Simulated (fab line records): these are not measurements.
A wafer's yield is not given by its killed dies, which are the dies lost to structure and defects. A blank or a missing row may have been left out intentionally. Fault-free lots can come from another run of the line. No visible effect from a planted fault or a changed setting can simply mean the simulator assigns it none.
A lot that was struck, set against a sound lot | flow gf180mcu | 14 out of 602 route steps
Sound: the wafers L682.2, L682.3, L682.6. Struck: wafers L670.1, L670.3, L670.6. The cause is named last.
Per side, at each step with rows, come the tool, then ch with its chambers, and then its first start. Under that, the readings that differ: sound wafers | struck wafers | difference of the means | sigmas: that difference in standard deviations of wafers without a fault.
alike: readings with means less than 2 such deviations apart, plus words and numbers identical on both sides. not compared: withheld readings, readings lacking a value on some wafer, bounds such as >300 that could conceal the same value, and numbers that have no deviation in the record and whose values overlap.
A row with sigmas, a row that says differs or no value, or rows on one side alone: a step with any of these is where the two part. Non-overlapping numbers with no deviation appear without sigmas and do not part them. A reading that every wafer of one side lacks parts them only if that side has two wafers or more.

first, 3 steps without rows for these wafers: GF_MIM_EXPOSE_16 (exposes mask FuseTop, target cd 2000 nm); GF_MIM_PEB_17; GF_MIM_DEVELOP_18 (develop time 60 s).
GF_MIM_METAL_ETCH_19: etches the open film in Cl2/BCl3, stops on Si3N4, target depth 324.5 nm, time 54.1 s.
  sound on rie metal-01 ch 0, day 31 03:13; struck on rie metal-02 ch 0,1, day 27 20:17
  alike: drypump motor current A, mfc cl2 sccm, oes product au, throttle valve pct
  not compared: rf hours counter h
GF_MIM_STRIP_20: strips in O2/N2.
  sound on plasma asher-04 ch 1, day 31 03:20; struck on plasma asher-04 ch 0, day 27 20:22
  reading                     | sound       | struck      | difference | sigmas
  drypump motor current A (A) | 5.3 5.3 5.3 | 6.3 6.3 6.3 | +1.0       | +3
  alike: heater power w, o2 flow sccm, oes product au, platen temp c, strip time to endpoint s
  not compared: rf hours counter h
then, 7 steps without rows for these wafers: GF_MIM_STRIP_21 (strips in post etch residue remover, time 1200 s); GF_MIM_CLEAN_22 (cleans in DIW); GF_M5_DEHYDRATE_00 (time 60 s); GF_M5_HMDS_01 (prime time 60 s); GF_M5_COAT_02 (resist thk 1000 nm); GF_M5_SOFTBAKE_03 (time 60 s); GF_M5_EXPOSE_04 (exposes mask Metal5, target cd 280 nm).
GF_M5_PEB_05: peb time 90 s.
  sound on litho track-01 ch 0, day 31 20:55; struck on litho track-04, day 28 15:24
  no value came back on the struck wafers for chill plate temp C (C), exhaust pa (Pa), peb time s (s); on the sound wafers chill plate temp C (C) reads 23.13 23.12 23.31
then, 1 step without rows for these wafers: GF_M5_DEVELOP_06 (develop time 60 s).

WHERE THEY PART
First at GF_MIM_STRIP_20; last, within this record, at GF_M5_PEB_05.

WHY: whatever the simulator had introduced
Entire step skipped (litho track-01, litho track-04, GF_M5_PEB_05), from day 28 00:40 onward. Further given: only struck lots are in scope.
